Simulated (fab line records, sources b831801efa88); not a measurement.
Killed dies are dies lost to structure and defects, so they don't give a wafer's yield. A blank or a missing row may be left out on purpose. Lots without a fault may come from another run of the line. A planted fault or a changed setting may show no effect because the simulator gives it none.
Problem report in the 8D (eight disciplines) form, filled by code | flow sky130 | the parts of the form that need people (team, actions taken, sign-off) are left out

1. THE PROBLEM
killed_at_front_end at SKY_PAD_OPEN_PROBE_99 reads a mean of 76 on 6 wafers of 2 lots; wafers without a fault read 15 with a standard deviation of 4. That is +15 standard deviations from the usual mean.
First seen on wafer L272.2, day 49 17:30, on prober-02. The record holds 6 wafers of 2 lots with a number at this step. Rule for "out", or "out of limits": more than 4 standard deviations from the usual mean. The other wafers with a number count as sound.

2. WHAT IT IS AND WHAT IT IS NOT
question                    | is                               | is not
which readings at this step | killed_at_front_end, killed_dies | killed_at_M0_to_M3, killed_at_M4_up, killed_at_contacts, killed_open, killed_short
which lots                  | L272, L276                       | -
which wafers of those lots  | all that have a number           | -
read on which tools         | prober-02                        | -
when                        | from day 49 17:30                | up to then (0 sound wafers)

3. SUSPECTS, AND WHAT RULES EACH OUT
Counting: a tool at a process step up to the reading stays a suspect if it ran every lot that is out and no sound lot after the first of them.
- plasma_asher-01 at SKY_DNWELL_STRIP_08 (strips in O2/N2): kept. It ran every lot that is out, first L272 (day 6 20:56), and no sound lot after that.
- prober-02 at SKY_PAD_OPEN_PROBE_99: kept. It ran every lot that is out, first L272 (day 49 17:30), and no sound lot after that. Its own readings are out on those wafers: killed_at_front_end, killed_dies.
Left after counting: plasma_asher-01 at SKY_DNWELL_STRIP_08, prober-02 at SKY_PAD_OPEN_PROBE_99.

4. THE CAUSE (what the simulator had put in)
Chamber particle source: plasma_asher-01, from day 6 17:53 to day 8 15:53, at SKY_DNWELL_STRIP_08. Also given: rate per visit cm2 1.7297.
Counting left 2 suspects, and this tool is among them.

5. THE CHAIN OF EFFECTS, in route order
Each row: a reading whose mean over the struck wafers that have a number lies more than 3 standard deviations from the usual. Only readings for which the record gives a usual standard deviation are gone through. hours: the time from each lot's start at the first step in this table that gives one to its start at this step, as a median over the lots. sigmas: the change in usual standard deviations.
hours | step                  | reading             | usual | on struck wafers | change | sigmas
0     | SKY_PAD_OPEN_PROBE_99 | killed_at_front_end | 15    | 76               | +60    | +15
0     | SKY_PAD_OPEN_PROBE_99 | killed_dies         | 84    | 142              | +58    | +5.8
The process steps in it:
- SKY_PAD_OPEN_PROBE_99

6. WHAT WOULD HAVE CAUGHT IT SOONER
In this record the first reading out of limits was taken at day 49 17:30, 1032 hours after the fault began at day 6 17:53.
Of the tool readings at SKY_DNWELL_STRIP_08 for which the record gives a usual standard deviation, none was out on any struck wafer, so an alarm limit of 4 standard deviations on them would not have fired.
All the lots that are out (2) had begun SKY_DNWELL_STRIP_08 on plasma_asher-01 by day 49 17:30. A hold on the tool at that time would have spared none of them.
